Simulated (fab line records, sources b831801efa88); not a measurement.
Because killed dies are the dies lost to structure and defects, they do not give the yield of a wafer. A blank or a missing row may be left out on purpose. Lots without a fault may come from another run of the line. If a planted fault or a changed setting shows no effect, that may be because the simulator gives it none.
Comparing a struck lot with a sound one / flow sfq-line / 25 out of 325 route steps
Sound: wafers L816.2, L816.4, L816.5. The struck wafers were L830.1, L830.4. At the end, the cause is stated.
Order at every step that has rows: each side's tool, ch and its chambers, its first start. Under that, the readings that differ: sound wafers / struck wafers / difference of the means / sigmas: that difference in standard deviations of wafers without a fault.
alike: same words and numbers on both sides, and readings whose means sit less than 2 such deviations apart. not compared: any withheld reading, any reading some wafer has no value for, any bound like >300 that may hide the same value, and any number with overlapping values for which the record gives no deviation.
A row with sigmas, a row that says differs or no value, or rows on one side alone: a step with any of these is where the two part. Numbers that don't overlap but have no deviation are shown without sigmas and don't part them. Lack of a reading on every wafer of one side parts them only where that side has two or more wafers.

first, 6 steps without rows for these wafers: SFQ_TRILAYER_M7_LITHO_COAT_182 (resist thk 62 nm); SFQ_TRILAYER_M7_LITHO_COAT_177 (resist thk 600 nm); SFQ_TRILAYER_M7_LITHO_SOFTBAKE_181; SFQ_TRILAYER_M7_LITHO_EXPOSE_178 (exposes mask M7, target cd 500 nm); SFQ_TRILAYER_M7_LITHO_PEB_180 (peb time 60 s); SFQ_TRILAYER_M7_LITHO_DEVELOP_179 (time 60 s).
SFQ_M7_OVL_MEAS_945:
  struck on overlay-02, day 79 22:04; sound on overlay-01, day 72 22:50
  alike: M7_OVL
SFQ_TRILAYER_M7_BARC_OPEN_METAL_ETCH_229: etches BARC in O2, target depth 125 nm, time 41.7 s.
  sound on rie-metal-03 ch 0,1, day 72 22:52; struck on rie-metal-02 ch 1, day 79 22:06
  alike: drypump-motor-current-A, oes-product-au
  not compared: rf-hours-counter-h
then, 1 step without rows for these wafers: SFQ_TRILAYER_M7_ETCH_METAL_ETCH_180 (etches Nb in Cl2/Ar, stops on SiO2, target depth 240 nm, time 120 s).
SFQ_TRILAYER_M7_STRIP_STRIP_181: strips in O2.
  sound on rie-metal-03 ch 0,1, day 72 23:04; struck on rie-metal-02 ch 1, day 79 22:17
  alike: drypump-motor-current-A, oes-product-au
  not compared: rf-hours-counter-h
then, 1 step without rows for these wafers: SFQ_TRILAYER_M7_STRIP_SOLV_CLEAN_182 (cleans in NMP, time 600 s).
SFQ_TRILAYER_I7_DEP_PECVD_183: deposits SiO2 from SiH4/N2O, time 111.11 s, target thk 500 nm.
  sound on pecvd-01 ch 1,2, day 72 23:50; struck on pecvd-04 ch 0,2, day 79 23:04
  alike: heater-power-outer-w, heater-power-w, throttle-valve-pct
SFQ_TRILAYER_I7_CMP_CMP_184: polishes SiO2.
  sound on cmp-02 ch 0,1,3, day 73 00:55; struck on cmp-01 ch 2,3, day 79 23:08
reading=model.SiO2_of_TRILAYER_I7_DEP_PECVD_183.thk-nm (nm); sound=200.5 200.5 201.7; struck=219.3 218.1; difference=+17.8; sigmas=
  alike: head-pressure-psi, motor-current-A, time-to-endpoint-s
SFQ_I7_BOW_MEAS_946:
  struck on film-metro-03, day 80 02:08; sound on film-metro-03, day 73 02:56
  alike: I7_BOW
SFQ_TRILAYER_I7_METRO_MEASURE_185:
  struck on film-metro-03, day 80 02:16; sound on film-metro-03, day 73 03:14
reading=thk-nm (nm); sound=200.5 200.7 201.7; struck=219.4 218.0; difference=+17.7; sigmas=+20
then, 6 steps without rows for these wafers: SFQ_TRILAYER_I7_VIA_LITHO_COAT_192 (resist thk 62 nm); SFQ_TRILAYER_I7_VIA_LITHO_COAT_187 (resist thk 650 nm); SFQ_TRILAYER_I7_VIA_LITHO_SOFTBAKE_191; SFQ_TRILAYER_I7_VIA_LITHO_EXPOSE_188 (exposes mask I7, target cd 1000 nm); SFQ_TRILAYER_I7_VIA_LITHO_PEB_190 (peb time 60 s); SFQ_TRILAYER_I7_VIA_LITHO_DEVELOP_189 (time 60 s).
SFQ_I7_OVL_MEAS_947:
  struck on overlay-02, day 80 10:40; sound on overlay-01, day 73 06:29
  alike: I7_OVL
SFQ_TRILAYER_I7_VIA_BARC_OPEN_VIA_ETCH_260: etches BARC in O2, target depth 125 nm, time 41.7 s.
  sound on rie-diel-03 ch 0,1, day 73 06:31; struck on rie-diel-03 ch 0,3, day 80 10:42
  alike: drypump-motor-current-A, oes-product-au
  not compared: rf-hours-counter-h
SFQ_TRILAYER_I7_VIA_ETCH_VIA_ETCH_190: etches SiO2 in CHF3, stops on Nb, target depth 260 nm.
  sound on rie-diel-03 ch 0,1, day 73 06:34; struck on rie-diel-03 ch 0,3, day 80 10:44
reading=oes-product-au (a.u.); sound=0.857 0.859 0.853; struck=0.902 0.897; difference=+0.043; sigmas=+9
reading=model.etch.depth-nm (nm); sound=200.5 200.5 201.7; struck=219.3 218.1; difference=+17.8; sigmas=
reading=model.I7.feature-depth-nm (nm); sound=200.5 200.5 201.7; struck=219.3 218; difference=+17.8; sigmas=
  alike: drypump-motor-current-A
SFQ_TRILAYER_I7_VIA_STRIP_STRIP_191: strips in O2.
  sound on rie-metal-03 ch 0,1, day 73 06:40; struck on rie-metal-02 ch 0,1, day 80 10:52
  alike: drypump-motor-current-A, oes-product-au
  not compared: rf-hours-counter-h

WHERE THEY PART
Earliest at SFQ_TRILAYER_I7_METRO_MEASURE_185; latest, in this record, at SFQ_TRILAYER_I7_VIA_ETCH_VIA_ETCH_190. Later steps at which nothing parts them and some readings are alike: SFQ_TRILAYER_I7_VIA_STRIP_STRIP_191.

WHY: what had been put in by the simulator
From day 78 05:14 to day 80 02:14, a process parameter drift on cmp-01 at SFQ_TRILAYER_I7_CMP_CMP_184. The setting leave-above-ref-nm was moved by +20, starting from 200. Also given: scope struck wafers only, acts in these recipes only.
